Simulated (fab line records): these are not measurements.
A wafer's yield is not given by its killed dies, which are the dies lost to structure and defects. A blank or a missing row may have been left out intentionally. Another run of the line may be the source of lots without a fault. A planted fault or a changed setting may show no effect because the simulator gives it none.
Chamber matching	flow sky130	cmp-01 running SKY_CONTACT_CMP_04: 4 sister chambers
The step polishes SiO2. 14 wafers are shown with their chamber, then 7 later ones without.

WAFERS PAIRED WITH THEIR CHAMBERS
wafer	chamber	motor current A (A)	time to endpoint s (s)	edge zone pressure frac
L512.3	3	9.8	70	1.005
L512.4	0	14.8	81	0.998
L512.5	3	9.5	65	0.996
L515.3	1	13.5	87	1.002
L515.4	2	11.8	85	1.001
L515.6	3	9.8	70	0.998
L520.1	1	13.5	88	0.985
L520.2	3	9.5	75	0.989
L520.3	0	14.7	85	1.003
L528.2	0	13.5	84	0.995
L528.3	2	10.9	84	1.000
L528.6	0	14.4	80	0.998
L529.2	2	11.4	90	0.998
L529.3	1	13.6	97	1.001

SIGNATURES (means of the wafers above)
reading	chamber 0	chamber 1	chamber 2	chamber 3	scatter within a chamber
motor current A	14.350	13.533	11.367	9.650	0.394
time to endpoint s	82.50	90.67	86.33	70.00	3.85
edge zone pressure frac	0.99850	0.99600	0.99967	0.99700	0.00591
Rule: for a wafer and a chamber, the distance is found by dividing, reading by reading, the gap between the wafer's reading and the chamber's mean by the reading's scatter, squaring, summing and taking the root. The wafer belongs to the nearest chamber; if the next one is less than 2 further off, it can't be placed. How the scatter is found: for the shown wafers, subtract from each reading the mean of its chamber, square and add these, divide the total by (wafers less chambers), then take the root.

WAFERS WITH NO CHAMBER GIVEN
wafer	motor current A (A)	time to endpoint s (s)	edge zone pressure frac
L529.4	9.5	81	1.001
L530.2	11.4	90	1.003
L530.5	9.6	80	0.997
L530.6	10.5	87	0.999
L531.4	14.3	78	0.997
L531.5	14.8	82	1.003
L531.6	13.3	90	1.003

WHICH CHAMBER EACH WENT THROUGH
wafer	from the rows above	in truth
L529.4	can't be placed: 3 or 2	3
L530.2	2	2
L530.5	3	3
L530.6	2	2
L531.4	0	0
L531.5	0	0
L531.6	1	1
Correct placement for 6 of the 7. Can't be placed from these rows: 1 (the true chamber is among the candidates in 1). Placed wrongly: 0.
